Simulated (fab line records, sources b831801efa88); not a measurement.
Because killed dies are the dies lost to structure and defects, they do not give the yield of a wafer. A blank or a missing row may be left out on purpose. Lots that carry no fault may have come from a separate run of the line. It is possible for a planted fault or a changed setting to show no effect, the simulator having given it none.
Problem report in the 8D (eight disciplines) form, filled by code | flow sky130 | the parts of the form that need people (team, actions taken, sign-off) are left out

1. THE PROBLEM
Mean of run length s at SKY_METAL4_METAL_ETCH_18: 221.9 s across 2 wafers in 2 lots; on wafers with no fault it is 211.5 s (standard deviation 0.33). That puts it +32 standard deviations away from the usual mean.
The step: etches the open film in Cl2/BCl3, stops on SiO2, target depth 845 nm, time 183.1 s.
Seen first at day 43 16:17 on rie metal-01, wafer L165.2. The record holds 33 wafers of 11 lots with a number at this step. Rule for "out", or "out of limits": more than 4 standard deviations from the usual mean. The rest of the wafers with a number are treated as sound.

2. WHAT IT IS, AND WHAT IT ISN'T
question                    | is                           | is not
which readings at this step | run length s, oes product au | bias w, drypump motor current A, throttle valve pct
which lots                  | L165, L170                   | L158, L159, L160, L161, L176, L177, L179, L180, L181
which wafers of those lots  | L165.2, L170.3               | L165.4, L165.6, L170.1, L170.4
read on which tools         | rie metal-01                 | rie metal-03, rie metal-04
when                        | from day 43 16:17            | up to then (14 sound wafers); but 17 sound wafers of L170, L176, L177, L179, L180, L181 came after

3. WHAT RULES OUT EACH SUSPECT
Counting: any tool at a process step up to the reading remains a suspect provided it ran every lot that is out. Sound lots after the first of them don't rule it out here, since some wafers of a struck lot are sound.
- rie metal-01 at SKY_METAL4_METAL_ETCH_18 (etches the open film in Cl2/BCl3, stops on SiO2, target depth 845 nm, time 183.1 s): kept. It ran every lot that is out, first L165 (day 43 16:17); its last sound lot up to then is L160 (day 42 13:43). Its own oes product au, run length s readings are out on those wafers.
After counting, what remains is rie metal-01 at SKY_METAL4_METAL_ETCH_18.

4. THE CAUSE (what the simulator had put in)
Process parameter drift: rie metal-01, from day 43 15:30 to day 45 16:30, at SKY_METAL4_METAL_ETCH_18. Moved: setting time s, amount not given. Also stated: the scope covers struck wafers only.
The count eliminated every tool but this one.

5. SEQUENCE OF EFFECTS, ordered by route
One row per reading whose mean, taken over the struck wafers that have a number, lies over 3 standard deviations from the usual. Readings are gone through only where the record gives a usual standard deviation; hours: the median, over the lots, of the time from a lot's start at the first step in this table giving one to that lot's start at this step; sigmas: the change measured in usual standard deviations.
hours | step                     | reading        | usual      | on struck wafers | change | sigmas
0     | SKY_METAL4_METAL_ETCH_18 | oes product au | 0.865 a.u. | 0.841            | -0.024 | -4.3
0     | SKY_METAL4_METAL_ETCH_18 | run length s   | 211.5 s    | 221.9            | +10.4  | +32
Process steps it contains:
- SKY_METAL4_METAL_ETCH_18: etches the open film in Cl2/BCl3, stops on SiO2, target depth 845 nm, time 183.1 s.

6. HOW IT WOULD HAVE BEEN CAUGHT EARLIER
In this record the first reading out of limits was taken at day 43 16:17, 1 hour after the fault began at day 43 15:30.
